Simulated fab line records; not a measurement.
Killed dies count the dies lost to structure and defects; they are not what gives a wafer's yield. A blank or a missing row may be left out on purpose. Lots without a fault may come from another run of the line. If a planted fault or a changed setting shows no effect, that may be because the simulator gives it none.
Code-filled problem report in 8D (eight disciplines) form :: flow gf180mcu :: the parts of the form that need people (team, actions taken, sign-off) are left out

== 1. WHAT IS WRONG ==
Wafers without a fault read 12.62 s, standard deviation 0.036; strip time to endpoint s at GF_SAB_STRIP_13 reads a mean of 12.05 s on 3 wafers belonging to 3 lots. Relative to the usual mean, that is a shift of -16 standard deviations.
The step: strips in O2/N2.
The first sign was on wafer L546.4 at day 18 08:44, on plasma asher-02. At this step, 40 wafers from 14 lots have a number in the record. Rule for "out", or "out of limits": more than 4 standard deviations from the usual mean. The rest of the wafers with a number are treated as sound.

== 2. WHAT IT IS AND WHAT IT IS NOT ==
question: which readings at this step
is: strip time to endpoint s
is not: drypump motor current A, heater power w

question: which lots
is: L546, L547, L549
is not: L537, L538, L541, L542, L543, L544, L545, L555, L556, L558, L560

question: which wafers of those lots
is: L546.4, L547.5, L549.5
is not: L546.3, L546.6, L547.1, L549.1

question: read on which tools
is: plasma asher-01, plasma asher-02
is not: plasma asher-04

question: when
is: from day 18 08:44
is not: up to then (23 sound wafers); but 14 sound wafers of L547, L549, L555, L556, L558, L560 came after

== 3. SUSPECTS, AND WHAT RULES EACH OUT ==
Counting: any tool at a process step up to the reading remains a suspect provided it ran every lot that is out. Sound lots after the first of them don't rule it out here, since some wafers of a struck lot are sound.
- litho track-02 at GF_SAB_COAT_04 (resist thk 1000 nm): kept. It ran every lot that is out, first L546 (day 17 20:44); its last sound lot up to then is L545 (day 17 12:35).
Left after counting: litho track-02 at GF_SAB_COAT_04.

== 4. THE CAUSE (what the simulator had put in) ==
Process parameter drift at GF_SAB_COAT_04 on litho track-02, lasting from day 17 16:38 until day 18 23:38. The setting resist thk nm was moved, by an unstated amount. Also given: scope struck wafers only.
This tool alone remained once counting was done.

== 5. THE CHAIN OF EFFECTS, in route order ==
Each row: a reading whose mean over the struck wafers that have a number lies more than 3 standard deviations from the usual. Only readings whose record carries a usual standard deviation are examined. hours: median over the lots of the time between each lot's start at the first step of this table that gives one and its start at this step. sigmas: the change, counted in usual standard deviations.
hours: 0
step: GF_SAB_STRIP_13
reading: strip time to endpoint s
usual: 12.62 s
on struck wafers: 12.05
change: -0.57
sigmas: -16
Here are the process steps it includes:
- GF_SAB_STRIP_13: strips in O2/N2.
Later steps that measure or inspect, where all struck wafers having a row at the step show a number for every such reading and not one has moved that far: GF_CONTACT_THK_MEAS_01.

== 6. WHAT WOULD HAVE CAUGHT IT SOONER ==
In this record the first reading out of limits was taken at day 18 08:44, 16 hours after the fault began at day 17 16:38.
Tool readings at GF_SAB_COAT_04 with a usual standard deviation given in the record: none out on any struck wafer, hence no alarm at a limit of 4 standard deviations on them.
Of the lots that are out (3), L549 began GF_SAB_COAT_04 on litho track-02 after day 18 08:44. A tool hold placed at that time would have kept it from harm.
